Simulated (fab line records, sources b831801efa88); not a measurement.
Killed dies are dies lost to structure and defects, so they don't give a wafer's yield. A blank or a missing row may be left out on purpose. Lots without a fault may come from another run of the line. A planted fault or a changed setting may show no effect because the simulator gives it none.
A struck lot beside a sound one | flow gf180mcu | 17 steps out of a route of 602
Sound: wafers L695.1, L695.2, L695.3. Struck: wafer L701.2. (L701.3, L701.5 of the same lot were not struck and are left out.) The cause comes at the end.
At each step with rows: each side's tool, then ch and its chambers, then its first start. Under that, the readings that differ: sound wafers | struck wafers | difference of the means | sigmas: that difference in standard deviations of wafers without a fault.
alike: readings whose means differ by less than 2 such deviations, and words and numbers that are the same on both sides. not compared: withheld readings, readings that some wafer has no value for, bounds like >300 that may hide the same value, and numbers for which the record gives no deviation and whose values overlap.
The two part at a step that has a row with sigmas, a row that says differs or no value, or rows on one side only. Numbers that don't overlap but have no deviation are shown without sigmas and don't part them. A reading that every wafer of one side lacks parts them only if that side has two wafers or more.

first, 4 steps without rows for these wafers: GF_M3_SOFTBAKE_10 (time 60 s); GF_M3_EXPOSE_11 (exposes mask Metal3, target cd 280 nm); GF_M3_PEB_12 (peb time 90 s); GF_M3_DEVELOP_13 (develop time 60 s).
GF_M3_CD_MEAS_14: target cd 280 nm.
  sound on cd_sem-02, day 21 06:07; struck on cd_sem-02, day 24 18:50
  alike: cd_nm
GF_M3_OVL_MEAS_15:
  sound on overlay-01, day 21 06:14; struck on overlay-01, day 24 18:56
  alike: M3_OVL
GF_M3_METAL_ETCH_16: etches the open film in Cl2/BCl3, stops on SiO2, target depth 627.5 nm, time 104.6 s.
  sound on rie_metal-02 ch 0,1, day 21 06:16; struck on rie_metal-03 ch 1, day 24 18:58
  alike: drypump_motor_current_A, he_backside_leak_sccm, mfc_cl2_sccm, oes_product_au, throttle_valve_pct
  not compared: rf_hours_counter_h
GF_M3_STRIP_17: strips in O2/N2.
  sound on plasma_asher-02 ch 0,1, day 21 06:22; struck on plasma_asher-01 ch 0, day 24 19:05
  reading            | sound       | struck | difference | sigmas
  heater_power_w (W) | 364 341 338 | 288    | -60        | -2
  alike: drypump_motor_current_A, oes_product_au, platen_temp_c, strip_time_to_endpoint_s
  not compared: rf_hours_counter_h
then, 3 steps without rows for these wafers: GF_M3_STRIP_18 (strips in post etch residue remover, time 1200 s); GF_M3_CLEAN_19 (cleans in DIW); GF_V3_CVD_00 (deposits SiO2, target thk 600 nm, time 100 s).
GF_V3_THK_MEAS_01:
  sound on film_metro-02, day 21 07:02; struck on film_metro-02, day 24 19:42
  alike: V3_CVD_00_THK
GF_V3_CVD_02: deposits SiO2 from TEOS, target thk 850 nm, time 94.851 s.
  sound on pecvd-01 ch 0,1,2, day 21 07:06; struck on pecvd-02 ch 1, day 24 19:45
  reading                             | sound             | struck | difference | sigmas
  model.SiO2_of_V3_CVD_02.thk_nm (nm) | 852.2 861.6 850.6 | 1121   | +266       |
  alike: heater_power_w, susceptor_temp_C
GF_V3_THK_MEAS_03:
  sound on film_metro-04, day 21 07:10; struck on film_metro-03, day 24 20:07
  reading            | sound       | struck | difference | sigmas
  V3_CVD_02_THK (nm) | 852 861 850 | 1121   | +267       | +27
  not compared: hold
GF_V3_CMP_04: polishes SiO2.
  sound on cmp-02 ch 0,1,3, day 21 07:14; struck on cmp-02 ch 2, day 24 21:32
  reading                | sound    | struck                   | difference                   | sigmas
  hold                   | - - -    | await_dispo/1.2h/release | no value on the sound wafers |
  time_to_endpoint_s (s) | 82 82 81 | 190                      | +108                         | +22
  alike: motor_current_A
GF_V3_BOW_MEAS_05:
  sound on film_metro-03, day 21 07:32; struck on film_metro-04, day 24 21:48
  alike: V3_BOW
GF_PASSIVATION_PROBE_99:
  the record has rows for the sound wafers here (prober-02, day 28 23:07) and none for the struck ones

WHERE THEY PART
First at GF_M3_STRIP_17; last, within this record, at GF_PASSIVATION_PROBE_99.

WHY: what the simulator had put in
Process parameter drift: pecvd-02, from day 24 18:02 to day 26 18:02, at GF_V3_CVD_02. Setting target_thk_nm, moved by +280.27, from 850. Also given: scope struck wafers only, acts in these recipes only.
